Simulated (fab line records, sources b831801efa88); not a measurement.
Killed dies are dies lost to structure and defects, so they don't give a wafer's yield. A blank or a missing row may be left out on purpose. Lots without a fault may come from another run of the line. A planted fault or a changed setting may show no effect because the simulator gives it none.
fab line records | flow sky130
record lots=5 wafers=15 last_day=49
route steps=708 shown GATE_OXIDE@191 POLY_GATE@204 RES_PROTECT@206 PAD_OPEN@708
lots that met no fault: from a run of the same line without faults
start_h: hours from the record's first day to the start of the lot's first wafer shown | wait_h: hours since the lot's step before | " the same as in the row above | L1.1+2: a row that stands for several wafers | - no value, or no start given | * or withheld: withheld | < > ~ a bound
route shown NAME@n: a module of which the file shows steps, and the number in the route of the first | usual: mean/standard deviation of fault-free wafers | same: alike in all rows | chamber/n: place in a boat | sites: the reading at each site | _std_site: their standard deviation | _edge_site: outer sites' mean less inner sites' | radius_mm: how far each site lies from the wafer's centre | mask NAME#n: copy n | behind: the tool/chamber that last shaped the wafer | hold: why the lot was held/for how many hours/how that ended | device: the transistor (n, p or np) that didn't switch | end of line: the same wafers' tests at the end of the route | a step without rows: its recipe alone | killed: dies lost to structure and defects at the first sort, not the wafer's yield | map: a wafer's dies, x killed, . not, _ none there
set.NAME: the setting as run; set.NAME@STEP: as run at that earlier step | model.NAME: the simulator's own value behind a step, which no gauge read
lots at some steps of the route; a table a step, a row a wafer
services: from which hour (start_h, from the record's first day; less than 0 if before it) a tool's chamber was out of use, for how many hours, and why
## steps
# step SKY_GATE_OXIDE_HMDS_04
# recipe prime_time_s=60 prime_temp_c=120
# step SKY_GATE_OXIDE_COAT_05
# recipe resist=NOVOLAK spin_rpm=3000 resist_thk_nm=1117
# step SKY_GATE_OXIDE_SOFTBAKE_06
# recipe temp_c=90 time_s=60 resist=NOVOLAK
# step SKY_GATE_OXIDE_EXPOSE_07
# recipe mask_id=LVOM na=0.6 source_shape=conventional sigma_outer=0.6 polarization=unpolarized target_cd_nm=600 dose_mj=170
# step SKY_GATE_OXIDE_PEB_08
# recipe temp_c=withheld time_s=* resist=NOVOLAK
# step SKY_GATE_OXIDE_DEVELOP_09
# recipe resist=NOVOLAK developer=TMAH develop_time_s=60 dev_temp_c=23
# step SKY_GATE_OXIDE_OVL_MEAS_10
# usual GATE_OXIDE_OVL=-0.5/1.3
# columns lot.wafer tool chamber start_h wait_h GATE_OXIDE_OVL[nm]
L223.1 overlay-02 - 314.58 0.1 -1.1
L223.2 " - " " -0.7
L223.6 " - " " -0.5
L227.2 overlay-01 - 367.40 0.1 -0.7
L227.4 " - " " -0.4
L227.6 " - " " 1.5
L228.3 overlay-02 - 374.10 0.1 -0.9
L228.4 " - " " 1.2
L228.5 " - " " -1.2
L234.1 overlay-01 - 414.93 0.1 -3.2
L234.4 " - " " -1.1
L234.5 " - " " -0.6
L239.1 overlay-01 - 450.53 0.1 -2.0
L239.3 " - " " -0.1
L239.6 " - " " -0.7
# step SKY_GATE_OXIDE_IMPLANT_11
# recipe species=B energy_kev=10 dose_cm2=2.6e+12 tilt_deg=withheld
# step SKY_GATE_OXIDE_WET_ETCH_12
# recipe chemistry=dHF target_depth_nm=16.8 dry=n2_spin target=SiO2 dilution=100:1 temp_c=25 time_s=336
# step SKY_GATE_OXIDE_STRIP_13
# recipe chemistry=O2/N2 power_w=1400 pressure_mtorr=1500 platen_temp_c=withheld o2_flow_sccm=3000 n2_flow_sccm=300 overash_fraction=0.5
# usual drypump_motor_current_A=5.7/0.54 oes_product_au=0.715/0.0042 strip_time_to_endpoint_s=13.90/0.035
# same overash_fraction=0.5
# columns lot.wafer tool chamber start_h wait_h drypump_motor_current_A oes_product_au rf_hours_counter_h strip_time_to_endpoint_s
L223.1 plasma_asher-04 1 314.87 0.0 4.8 0.727 19 13.94
L223.2 " 0 " " 6.3 0.717 19 13.90
L223.6 " 1 " " 4.8 0.710 - 13.93
L227.2 plasma_asher-03 0 367.68 0.0 6.2 0.727 56 13.96
L227.4 " 0 " " 6.2 0.717 - 13.92
L227.6 " 1 " " 5.8 0.708 - 13.93
L228.3 plasma_asher-02 1 374.41 0.0 5.9 0.713 - 13.90
L228.4 " 0 " " 5.1 0.711 - 13.87
L228.5 " 1 " " 5.9 0.717 - 13.88
L234.1 plasma_asher-03 1 415.22 0.0 5.8 0.713 60 13.91
L234.4 " 0 " " 6.2 0.716 - 13.87
L234.5 " 0 " " 6.2 0.711 - 13.90
L239.1 plasma_asher-02 1 450.90 0.0 5.8 0.714 78 13.84
L239.3 " 1 " " 5.8 0.717 - 13.84
L239.6 " 1 " " 5.8 0.719 - 13.84
# step SKY_GATE_OXIDE_TW_MEAS_14
# usual GATE_OXIDE_TW=225.0/1.6
# columns lot.wafer tool chamber start_h wait_h GATE_OXIDE_TW
L223.1 film_metro-02 - 314.97 0.1 224.2
L223.2 " - " " 225.1
L223.6 " - " " 224.8
L227.2 film_metro-04 - 367.79 0.1 226.5
L227.4 " - " " 225.6
L227.6 " - " " 226.0
L228.3 film_metro-03 - 374.50 0.1 227.6
L228.4 " - " " 227.8
L228.5 " - " " 228.8
L234.1 film_metro-04 - 415.32 0.1 226.4
L234.4 " - " " 226.6
L234.5 " - " " 227.3
L239.1 film_metro-02 - 451.00 0.1 222.2
L239.3 " - " " 222.6
L239.6 " - " " 223.4
# step SKY_GATE_OXIDE_CLEAN_15
# recipe chemistry=SC1/SC2 mix=1:4:20 temp_c=70 time_s=150 dry=n2_spin
# step SKY_GATE_OXIDE_OXIDATION_16
# recipe temp_c=800 ambient=O2 idle_temp_c=700 ramp_up_c_per_min=10 ramp_down_c_per_min=3 stabilise_s=600 purge_s=300 target_thk_a=35.7 ox_time_s=1915
# usual ox_temp_c=800.0/0.37 spike_tc_bottom_C=817.5/2.4
# columns lot.wafer tool chamber start_h wait_h ox_temp_c spike_tc_bottom_C model.SiO2_of_GATE_OXIDE_OXIDATION_01.thk_nm
L223.1 furnace-01 0 315.08 0.0 799.6 813.6 11.57
L223.2 " 0 " " 800.5 815.2 11.55
L223.6 " 0 " " 800.4 816.3 11.47
L227.2 furnace-02 0 373.94 6.0 799.5 818.0 11.58
L227.4 " 0 " " 800.1 820.9 11.51
L227.6 " 0 " " 800.0 820.4 11.59
L228.3 furnace-01 0 377.63 3.0 799.8 814.4 11.57
L228.4 " 0 " " 799.5 814.0 11.76
L228.5 " 0 " " 800.0 814.8 11.65
L234.1 furnace-02 0 416.63 1.2 799.8 819.3 11.57
L234.4 " 0 " " 800.4 819.4 11.46
L234.5 " 0 " " 799.6 819.0 11.47
L239.1 furnace-02 0 451.11 0.0 800.3 821.1 11.68
L239.3 " 0 " " 800.5 818.4 11.72
L239.6 " 0 " " 799.7 819.8 11.76
# step SKY_POLY_GATE_CVD_00
# recipe material=poly-Si target_thk_nm=180 temp_c=620 time_s=720 pressure_mtorr=200
# step SKY_POLY_GATE_THK_MEAS_01
# recipe reads=poly-Si_of_POLY_GATE_CVD_00
# usual POLY_GATE_CVD_00_THK=180.6/2
# columns lot.wafer tool chamber start_h wait_h POLY_GATE_CVD_00_THK[nm]
L223.1 film_metro-01 - 317.81 0.0 178.7
L223.2 " - " " 179.1
L223.6 " - " " 180.3
L227.2 film_metro-01 - 376.68 0.0 183.3
L227.4 " - " " 182.5
L227.6 " - " " 183.8
L228.3 film_metro-02 - 380.38 0.0 182.2
L228.4 " - " " 182.3
L228.5 " - " " 182.8
L234.1 film_metro-02 - 419.36 0.0 180.9
L234.4 " - " " 178.7
L234.5 " - " " 178.0
L239.1 film_metro-01 - 453.85 0.0 180.0
L239.3 " - " " 180.2
L239.6 " - " " 179.9
# step SKY_RES_PROTECT_DEHYDRATE_00
# recipe temp_c=200 time_s=60
# step SKY_RES_PROTECT_HMDS_01
# recipe prime_time_s=60 prime_temp_c=120
# step SKY_RES_PROTECT_COAT_02
# recipe resist=NOVOLAK spin_rpm=3000 resist_thk_nm=1140
# step SKY_RES_PROTECT_SOFTBAKE_03
# recipe temp_c=90 time_s=60 resist=NOVOLAK
# step SKY_RES_PROTECT_EXPOSE_04
# recipe mask_id=RPM na=0.6 source_shape=conventional sigma_outer=0.6 polarization=unpolarized target_cd_nm=1270 dose_mj=131
# step SKY_RES_PROTECT_PEB_05
# recipe temp_c=withheld time_s=* resist=NOVOLAK
# step SKY_RES_PROTECT_DEVELOP_06
# recipe resist=NOVOLAK developer=TMAH develop_time_s=60 dev_temp_c=23
# step SKY_POLY_GATE_IMPLANT_02
# recipe species=P energy_kev=30 dose_cm2=7.7e+15 tilt_deg=0
# step SKY_RES_PROTECT_STRIP_07
# recipe chemistry=O2/N2 power_w=1400 pressure_mtorr=1500 platen_temp_c=withheld o2_flow_sccm=3000 n2_flow_sccm=300 overash_fraction=0.5
# usual drypump_motor_current_A=5.6/0.43 oes_product_au=0.518/0.0048 strip_time_to_endpoint_s=23.29/0.047
# same overash_fraction=0.5
# columns lot.wafer tool chamber start_h wait_h drypump_motor_current_A oes_product_au rf_hours_counter_h strip_time_to_endpoint_s
L223.1 plasma_asher-04 1 343.65 0.1 4.8 0.525 22 23.35
L223.2 " 0 " " 6.4 0.515 22 23.38
L223.6 " 0 " " 6.3 0.529 - 23.34
L227.2 plasma_asher-02 0 402.75 0.1 5.1 0.516 72 23.30
L227.4 " 1 " " 5.9 0.510 - 23.32
L227.6 " 0 " " 5.2 0.520 - 23.29
L228.3 plasma_asher-01 1 409.03 0.1 5.9 0.517 - 23.31
L228.4 " 0 " " 5.6 0.512 - 23.22
L228.5 " 0 " " 5.6 0.520 - 23.29
L234.1 plasma_asher-01 1 450.05 0.1 5.9 0.520 2 23.28
L234.4 " 0 " " 5.6 0.518 - 23.25
L234.5 " 0 " " 5.6 0.521 - 23.19
L239.1 plasma_asher-02 0 485.19 0.1 5.1 0.527 81 23.23
L239.3 " 0 " " 5.1 0.520 - 23.26
L239.6 " 1 " " 5.9 0.514 - 23.24
# step SKY_RES_PROTECT_TW_MEAS_08
# usual POLY_GATE_TW=4059/30
# columns lot.wafer tool chamber start_h wait_h POLY_GATE_TW
L223.1 film_metro-04 - 343.75 0.1 4072
L223.2 " - " " 4051
L223.6 " - " " 4067
L227.2 film_metro-01 - 402.86 0.1 4072
L227.4 " - " " 4072
L227.6 " - " " 4085
L228.3 film_metro-01 - 409.12 0.1 4072
L228.4 " - " " 4052
L228.5 " - " " 4048
L234.1 film_metro-01 - 450.15 0.1 4083
L234.4 " - " " 4071
L234.5 " - " " 4074
L239.1 film_metro-02 - 485.29 0.1 4008
L239.3 " - " " 4010
L239.6 " - " " 4001
# step SKY_RES_PROTECT_CLEAN_09
# recipe chemistry=SC1/SC2 mix=1:4:20 temp_c=70 time_s=150 dry=n2_spin
# step SKY_POLY_GATE_CVD_03
# recipe material=Si3N4 precursor=DCS/NH3 target_thk_nm=75 temp_c=770 time_s=1290 pressure_mtorr=250
# step SKY_POLY_GATE_THK_MEAS_04
# recipe reads=Si3N4_of_POLY_GATE_CVD_03
# usual POLY_GATE_CVD_03_THK=75.0/0.7
# columns lot.wafer tool chamber start_h wait_h POLY_GATE_CVD_03_THK[nm]
L223.1 film_metro-03 - 345.22 0.0 73.6
L223.2 " - " " 74.8
L223.6 " - " " 74.0
L227.2 film_metro-03 - 405.90 0.0 76.3
L227.4 " - " " 76.1
L227.6 " - " " 76.6
L228.3 film_metro-03 - 411.80 0.0 74.8
L228.4 " - " " 74.3
L228.5 " - " " 75.4
L234.1 film_metro-01 - 451.62 0.0 74.6
L234.4 " - " " 75.6
L234.5 " - " " 75.2
L239.1 film_metro-02 - 486.76 0.0 76.5
L239.3 " - " " 76.5
L239.6 " - " " 76.7
# step SKY_POLY_GATE_DEHYDRATE_05
# recipe temp_c=200 time_s=60
# step SKY_POLY_GATE_HMDS_06
# recipe prime_time_s=60 prime_temp_c=120
# step SKY_POLY_GATE_COAT_07
# recipe resist=BARC temp_c=withheld time_s=withheld spin_rpm=3000 resist_thk_nm=110
# step SKY_POLY_GATE_COAT_08
# recipe resist=KrF-thick spin_rpm=3000 resist_thk_nm=450
# step SKY_POLY_GATE_SOFTBAKE_09
# recipe temp_c=100 time_s=90 resist=KrF-thick
# step SKY_POLY_GATE_EXPOSE_10
# recipe mask_id=P1M na=0.68 source_shape=conventional sigma_outer=0.6 target_cd_nm=150 dose_mj=28
# step SKY_POLY_GATE_PEB_11
# recipe peb_temp_c=withheld peb_time_s=withheld resist=KrF-thick
# step SKY_POLY_GATE_DEVELOP_12
# recipe develop_time_s=60 resist=KrF-thick dev_temp_c=22
# step SKY_POLY_GATE_CD_MEAS_13
# recipe target_cd_nm=150
# usual cd_nm=150.1/1.3
# columns lot.wafer tool chamber start_h wait_h cd_nm
L223.1 cd_sem-01 - 372.63 - 151.4
L223.2 " - " " 152.1
L223.6 " - " " 150.0
L227.2 cd_sem-01 - 436.50 - 147.9
L227.4 " - " " 148.8
L227.6 " - " " 149.2
L228.3 cd_sem-02 - 441.42 - 150.0
L228.4 " - " " 150.5
L228.5 " - " " 150.5
L234.1 cd_sem-01 - 482.13 - 148.8
L234.4 " - " " 150.1
L234.5 " - " " 150.4
L239.1 cd_sem-02 - 517.59 - 152.0
L239.3 " - " " 151.8
L239.6 " - " " 152.5
# step SKY_POLY_GATE_OVL_MEAS_14
# usual POLY_GATE_OVL=3/5.6
# columns lot.wafer tool chamber start_h wait_h POLY_GATE_OVL[nm]
L223.1 overlay-01 - 372.75 0.1 4
L223.2 " - " " -4
L223.6 " - " " 2
L227.2 overlay-01 - 436.60 0.1 5
L227.4 " - " " 3
L227.6 " - " " 8
L228.3 overlay-02 - 441.52 0.1 6
L228.4 " - " " 3
L228.5 " - " " 10
L234.1 overlay-02 - 482.25 0.1 5
L234.4 " - " " 5
L234.5 " - " " 3
L239.1 overlay-02 - 517.71 0.1 13
L239.3 " - " " 12
L239.6 " - " " 14
# step SKY_POLY_GATE_ETCH_15
# recipe chemistry=N2/H2 target=BARC ion_energy_ev=200 source_w=500 bias_w=100 pressure_mtorr=30 n2_flow_sccm=100 h2_flow_sccm=200 stop_on=SiO2 time_s=118.5 target_depth_a=1100
# usual bias_w=100.01/0.26 drypump_motor_current_A=5.7/0.39 oes_product_au=0.717/0.0045 throttle_valve_pct=13.211/0.0097
# columns lot.wafer tool chamber start_h wait_h bias_w drypump_motor_current_A oes_product_au rf_hours_counter_h throttle_valve_pct
L223.1 rie_diel-04 1 372.79 0.0 100.73 5.5 0.715 4 13.206
L223.2 " 0 " " 100.16 5.3 0.718 13 13.229
L223.6 " 2 " " 100.28 5.3 0.725 - 13.214
L227.2 rie_diel-01 3 436.63 0.0 99.60 6.0 0.726 81 13.198
L227.4 " 0 " " 99.92 4.9 0.717 13 13.194
L227.6 " 1 " " 100.18 5.8 0.719 - 13.225
L228.3 rie_diel-02 3 441.54 0.0 100.22 6.1 0.723 26 13.223
L228.4 " 1 " " 100.43 6.3 0.721 92 13.218
L228.5 " 2 " " 99.85 5.6 0.714 - 13.195
L234.1 rie_diel-04 3 482.29 0.0 99.68 5.3 0.718 17 13.191
L234.4 " 0 " " 100.00 5.3 0.715 15 13.212
L234.5 " 2 " " 100.05 5.4 0.714 - 13.197
L239.1 rie_diel-02 3 517.75 0.0 99.90 6.1 0.713 28 13.217
L239.3 " 1 " " 99.64 6.3 0.716 0 13.215
L239.6 " 3 " " 100.01 6.1 0.714 - 13.221
# step SKY_POLY_GATE_ETCH_16
# recipe stop_on=poly-Si chemistry=CH3F/O2 target=Si3N4 source_w=400 bias_w=80 pressure_mtorr=25 ch3f_flow_sccm=40 O2_flow_sccm=30 time_s=147.5 target_depth_a=750
# step SKY_POLY_GATE_ETCH_17
# recipe target_depth_nm=180 stop_on=SiO2 over_etch_frac=0.56667 chemistry=HBr/Cl2 target=poly-Si icp_w=400 bias_w=100 pressure_mtorr=10 HBr_flow_sccm=150 Cl2_flow_sccm=50 time_s=70.5
# usual bias_w=100.00/0.3 drypump_motor_current_A=5.90/0.27 oes_product_au=0.986/0.008 throttle_valve_pct=33.684/0.0085
# columns lot.wafer tool chamber start_h wait_h bias_w drypump_motor_current_A oes_product_au rf_hours_counter_h throttle_valve_pct
L223.1 rie_si-02 2 372.97 0.0 100.03 6.04 0.978 72 33.677
L223.2 " 1 " " 99.77 5.75 0.983 3 33.693
L223.6 " 1 " " 100.02 5.76 0.986 - 33.687
L227.2 rie_si-02 3 436.81 0.0 100.19 6.10 0.996 2 33.672
L227.4 " 1 " " 100.15 5.74 1.001 - 33.679
L227.6 " 0 " " 100.24 5.72 1.004 - 33.685
L228.3 rie_si-02 0 441.72 0.0 100.02 5.71 0.992 1 33.670
L228.4 " 3 " " 99.95 6.10 0.973 - 33.687
L228.5 " 0 " " 100.25 5.67 0.992 - 33.685
L234.1 rie_si-02 1 482.47 0.0 100.05 5.83 0.994 4 33.671
L234.4 " 2 " " 100.05 6.05 0.981 0 33.684
L234.5 " 1 " " 99.92 5.79 0.981 - 33.701
L239.1 rie_si-01 3 517.93 0.0 99.95 6.30 0.975 42 33.704
L239.3 " 0 " " 100.48 5.52 0.988 2 33.682
L239.6 " 0 " " 100.07 5.53 0.985 - 33.684
# step SKY_POLY_GATE_STRIP_18
# recipe chemistry=O2/N2 power_w=1400 pressure_mtorr=1500 platen_temp_c=withheld o2_flow_sccm=3000 n2_flow_sccm=300 overash_fraction=0.5
# usual drypump_motor_current_A=5.7/0.57 oes_product_au=0.362/0.0048 strip_time_to_endpoint_s=3.17/0.033
# same overash_fraction=0.5
# columns lot.wafer tool chamber start_h wait_h drypump_motor_current_A oes_product_au rf_hours_counter_h strip_time_to_endpoint_s
L223.1 plasma_asher-04 0 373.03 0.0 6.3 0.367 25 3.23
L223.2 " 1 " " 4.8 0.367 25 3.22
L223.6 " 1 " " 4.8 0.358 - 3.17
L227.2 plasma_asher-04 1 436.87 0.0 4.9 0.351 31 3.11
L227.4 " 0 " " 6.3 0.354 - 3.10
L227.6 " 0 " " 6.3 0.358 - 3.14
L228.3 plasma_asher-03 1 441.81 0.1 5.8 0.365 - 3.15
L228.4 " 0 " " 6.2 0.356 - 3.15
L228.5 " 1 " " 5.8 0.359 - 3.13
L234.1 plasma_asher-04 1 482.53 0.0 4.8 0.362 36 3.15
L234.4 " 0 " " 6.3 0.357 - 3.20
L234.5 " 0 " " 6.3 0.363 - 3.14
L239.1 plasma_asher-01 0 517.98 0.0 5.6 0.367 9 3.16
L239.3 " 1 " " 5.8 0.366 - 3.15
L239.6 " 1 " " 5.9 0.365 - 3.16
# step SKY_PAD_OPEN_PROBE_99
# usual killed_at_M0_to_M3=43/7.4 killed_at_M4_up=3.1/1.8 killed_at_contacts=26/5.6 killed_at_front_end=15/4.9 killed_at_other=0.2/0.44 killed_dies=87/10 killed_open=48/7.6 killed_short=39/6.2
# same gross_dies=492 killed_at_back_side=0
# columns lot.wafer tool chamber start_h wait_h hold killed_at_M0_to_M3 killed_at_M4_up killed_at_contacts killed_at_front_end killed_at_other killed_dies killed_open killed_short model.etest.pfet_01v8.r_on_ohm_um model.etest.nfet_01v8.r_on_ohm_um model.etest.nfet_01v8_lvt.drive_ua_um model.etest.nfet_01v8_turned.drive_ua_um model.etest.nfet_01v8_swapped.drive_ua_um model.etest.nfet_01v8.drive_ua_um model.etest.sram_nfet_pass.drive_ua_um model.etest.nfet_g5v0d10v5.drive_ua_um
L223.1 prober-01 - 1087.01 0.1 - 42 6 26 19 1 94 54 40 2993 861.8 555.4 481.6 480.3 483.1 458.6 605.6
L223.2 prober-01 - 1087.06 0.1 - 54 1 28 15 0 98 55 43 2941 864.2 555.6 486.2 482.3 480.4 478.2 604.8
L223.6 prober-01 - 1087.26 0.2 - 43 3 29 15 1 91 49 42 2934 847.4 559.5 494.7 490.6 488 486.8 610.1
L227.2 prober-01 - 1121.90 0.1 - 40 5 19 22 0 86 36 50 2813 833.7 577.6 502.6 503.2 499.8 475 608.7
L227.4 prober-01 - 1122.00 0.2 - 41 2 21 19 1 84 46 36 2852 837.2 579.6 501.2 501.2 502.4 489.3 612.2
L227.6 prober-01 - 1122.10 0.2 - 46 2 29 19 1 97 54 43 2854 826.1 580.6 512.8 509.6 508.8 489.9 605.5
L228.3 prober-02 - 1123.58 0.2 - 47 5 25 11 2 90 44 45 2893 820.7 597.4 521 522.8 523.2 510.4 611.8
L228.4 prober-02 - 1123.63 0.2 - 44 4 28 20 0 96 58 38 2985 831.6 569.4 506.7 503.9 504.6 473.6 595.8
L228.5 prober-02 - 1123.68 0.2 - 35 2 25 7 1 70 39 30 2946 824 579 518.1 515.1 511.5 490.8 602.3
L234.1 prober-01 - 1144.95 0.1 - 52 5 14 10 0 81 49 28 2898 826.2 588.1 514 513.9 513.5 490.1 608
L234.4 prober-01 - 1145.10 0.2 - 47 3 18 10 0 78 36 42 2868 818.2 594.6 520.7 516.9 517.9 501.9 612.5
L234.5 prober-01 - 1145.15 0.2 - 41 3 24 7 1 76 47 29 2866 822.7 596.3 525.8 526.1 522.5 512.8 613.8
L239.1 prober-02 - 1169.16 0.1 await_dispo/2.6h/release 45 3 33 14 0 95 59 36 3126 921.4 507.6 444.8 442.4 436.9 437.2 602.5
L239.3 prober-02 - 1169.26 0.2 await_dispo/2.6h/release 71 0 20 16 0 107 55 29 3062 899.5 516.4 447.7 448.3 447.2 435.8 604.6
L239.6 prober-02 - 1169.41 0.2 await_dispo/2.6h/release 50 4 20 23 0 97 53 44 3102 916.6 514.8 445.7 443.1 446.1 421.4 594.3
# killed by level:class
L223.1 VIA1:geometric_particle:open=11 CONTACT:geometric_particle:open=10 VIA2:geometric_particle:open=7 LI_CONTACT:geometric_particle:open=6 VIA3:geometric_particle:open=6 FIELD_ISO:geometric_particle:open=5 LOCAL_INTERCONNECT:geometric_particle:short=5 METAL2:geometric_particle:short=5
L223.2 VIA1:geometric_particle:open=11 LI_CONTACT:geometric_particle:open=9 CONTACT:geometric_particle:open=9 VIA3:geometric_particle:open=8 METAL2:geometric_particle:short=7 VIA2:geometric_particle:open=6 POLY_GATE:geometric_particle:short=4 VIA2:geometric_particle:short=4
L223.6 VIA1:geometric_particle:open=11 LI_CONTACT:geometric_particle:open=9 CONTACT:geometric_particle:open=9 POLY_GATE:geometric_particle:short=6 CONTACT:geometric_particle:short=6 METAL1:geometric_particle:short=5 POLY_GATE:geometric_particle:open=4 VIA2:geometric_particle:short=4
L227.2 VIA2:geometric_particle:open=10 LI_CONTACT:geometric_particle:open=8 POLY_GATE:geometric_particle:short=7 VIA2:geometric_particle:short=7 VIA1:geometric_particle:open=6 FIELD_ISO:geometric_particle:short=5 POLY_GATE:geometric_particle:open=5 CONTACT:geometric_particle:short=5
L227.4 CONTACT:geometric_particle:open=15 VIA3:geometric_particle:open=8 METAL2:geometric_particle:short=8 VIA2:geometric_particle:open=6 FIELD_ISO:geometric_particle:short=5 POLY_GATE:geometric_particle:short=5 VIA1:geometric_particle:open=5 FIELD_ISO:geometric_particle:open=4
L227.6 CONTACT:geometric_particle:open=13 VIA1:geometric_particle:open=11 VIA2:geometric_particle:open=8 CONTACT:geometric_particle:short=7 FIELD_ISO:geometric_particle:open=7 METAL2:geometric_particle:short=7 FIELD_ISO:geometric_particle:short=5 LI_CONTACT:geometric_particle:open=4
L228.3 METAL1:geometric_particle:short=10 LI_CONTACT:geometric_particle:open=8 VIA1:geometric_particle:open=8 VIA2:geometric_particle:open=7 METAL2:geometric_particle:short=5 CONTACT:geometric_particle:open=5 CONTACT:geometric_particle:short=5 LI_CONTACT:geometric_particle:short=4
L228.4 CONTACT:geometric_particle:open=16 VIA2:geometric_particle:open=10 VIA1:geometric_particle:open=9 LI_CONTACT:geometric_particle:open=6 METAL1:geometric_particle:short=6 FIELD_ISO:geometric_particle:short=5 FIELD_ISO:geometric_particle:open=4 POLY_GATE:geometric_particle:open=4
L228.5 CONTACT:geometric_particle:open=14 VIA2:geometric_particle:open=7 METAL2:geometric_particle:short=6 VIA1:geometric_particle:open=4 VIA2:geometric_particle:short=4 FIELD_ISO:geometric_particle:open=3 LI_CONTACT:geometric_particle:open=3 LI_CONTACT:geometric_particle:short=3
L234.1 VIA2:geometric_particle:open=11 VIA1:geometric_particle:open=10 CONTACT:geometric_particle:open=7 METAL1:geometric_particle:short=5 METAL2:geometric_particle:short=5 VIA3:geometric_particle:open=5 METAL4:geometric_particle:short=4 VIA1:area_etch=4
L234.4 VIA2:geometric_particle:open=9 VIA1:geometric_particle:open=8 LI_CONTACT:geometric_particle:open=5 LOCAL_INTERCONNECT:geometric_particle:short=5 METAL1:geometric_particle:short=5 VIA1:geometric_particle:short=5 METAL2:geometric_particle:short=5 FIELD_ISO:geometric_particle:short=4
L234.5 VIA1:geometric_particle:open=13 CONTACT:geometric_particle:open=9 LI_CONTACT:geometric_particle:open=6 VIA1:geometric_particle:short=6 VIA2:geometric_particle:open=6 VIA3:geometric_particle:open=6 FIELD_ISO:geometric_particle:open=3 LI_CONTACT:geometric_particle:short=3
L239.1 CONTACT:geometric_particle:open=15 VIA2:geometric_particle:open=10 VIA1:geometric_particle:open=8 VIA3:geometric_particle:open=7 LI_CONTACT:geometric_particle:open=6 CONTACT:geometric_particle:short=5 VIA2:geometric_particle:short=5 LOCAL_INTERCONNECT:geometric_particle:short=4
L239.3 VIA1:area_etch=23 VIA1:geometric_particle:open=17 LI_CONTACT:geometric_particle:open=9 CONTACT:geometric_particle:open=8 VIA1:geometric_particle:short=6 FIELD_ISO:geometric_particle:open=5 VIA2:geometric_particle:open=5 POLY_GATE:geometric_particle:short=4
L239.6 VIA1:geometric_particle:open=15 FIELD_ISO:geometric_particle:open=9 METAL1:geometric_particle:short=7 SPACER:geometric_particle:short=6 CONTACT:geometric_particle:open=6 VIA3:geometric_particle:open=6 LI_CONTACT:geometric_particle:open=5 CONTACT:geometric_particle:short=5
# map L239.3 (x killed, . not)
__________.x...x.xxx_________
________...x..x.x....x_______
______x..............x.._____
_____........x.....x.....____
____.x...x.......x......x.___
___x..x.......x.x..........__
__.x......x........x....x..._
_x......x..x.................
_...xx.......x..............x
_....x...x..xx....x..x.x..x..
_.x...x..xx...x....x......x.x
_....x......x....xx.....xxx.x
_...x.......x.x.....x.x....x.
_..xx............x.........xx
_x.......xx..........x.x.xx.x
__....x.x..x.....x.x...x...x_
___.....x.x..x.x.........x.__
____....x..x..x.x.........___
_____...........xxxx.....____
______...xx.x......x.x.x_____
________...x..xx......_______
__________.....x..xx_________
# map L227.6 (x killed, . not)
__________x.x......._________
________.x......x....._______
______x...x.......x....x_____
_____xx.x.xx.............____
____.......x.x...x.......x___
___..x......x...x..x..x....__
__...xx.........x....xxxx..._
_...x..............x...x.....
_x.......x....xx..xx.........
_.x......xx.x............x.x.
_..x.x.............x.........
_....x..x....x..x...x.x.x....
_x.....x......xx.....x.x.....
_.....x.x.x..x..x.........x..
_.......................xx.x.
__x....x..x........x........_
___..............x..x....x.__
____..........xx....x.xx..___
_____x.x.xx.....x....xx..____
______........x..x......_____
________xxx.....x....x_______
__________x...x....._________
## services
# columns tool chamber start_h hours kind
furnace-01 - 293.31 3.1 pm
rie_diel-04 3 310.80 2.0 repair
rie_si-02 - 316.86 4.3 pm
furnace-02 - 337.46 7.0 pm
rie_diel-02 3 352.56 2.3 repair
furnace-01 - 355.71 16.6 pm
plasma_asher-04 - 361.69 1.4 repair
rie_si-02 3 374.91 3.2 repair
furnace-02 - 376.82 3.7 pm
furnace-01 - 382.18 2.6 pm
rie_si-02 - 400.17 2.8 pm
rie_diel-04 - 400.61 0.6 repair
plasma_asher-03 - 417.98 2.8 pm
rie_diel-04 0 418.17 3.2 repair
plasma_asher-01 - 421.25 9.0 pm
rie_diel-04 1 421.33 3.9 repair
rie_diel-04 - 434.55 14.6 pm
furnace-02 - 436.28 2.9 pm
plasma_asher-04 - 437.83 0.3 repair
plasma_asher-01 - 450.24 2.9 repair
rie_si-02 2 456.72 1.8 repair
plasma_asher-02 - 471.75 1.2 repair
furnace-02 - 510.42 10.5 pm
plasma_asher-04 - 516.22 2.9 repair
## key
first_sign step=SKY_PAD_OPEN_PROBE_99 reading=hold direction=added
effect none on later readings
model_effect step=SKY_GATE_OXIDE_OXIDATION_16 value=SiO2_of_GATE_OXIDE_OXIDATION_01.thk_nm without=11.39 struck=11.72
model_effect step=SKY_PAD_OPEN_PROBE_99 value=etest.pfet_01v8.r_on_ohm_um without=2958 struck=3097
met_at SKY_GATE_OXIDE_OXIDATION_16
struck_wafers L239.1,L239.3,L239.6
tester_left_out L239
baseline_loss step=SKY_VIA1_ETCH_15 wafers=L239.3
onset_between 416.63 451.11
also_fits time
fault kind=process_parameter_drift tool=furnace-02 chamber=- onset_h=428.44 steps=SKY_GATE_OXIDE_OXIDATION_16 channel=ox_time_s offset=* shape=step end_h=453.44 acts_in=* stated=*
# tester_left_out: of these lots the tester's yield and bins aren't shown, on N5 and GAA mostly nor the transistor test; their killed dies are dies lost to structure and defects alone, not to doping, threshold or leakage, so they don't give the yield
# baseline_loss: these wafers lose ten dies or more at that step, a loss of the line's own and not of a fault; the sort's usual values leave them out
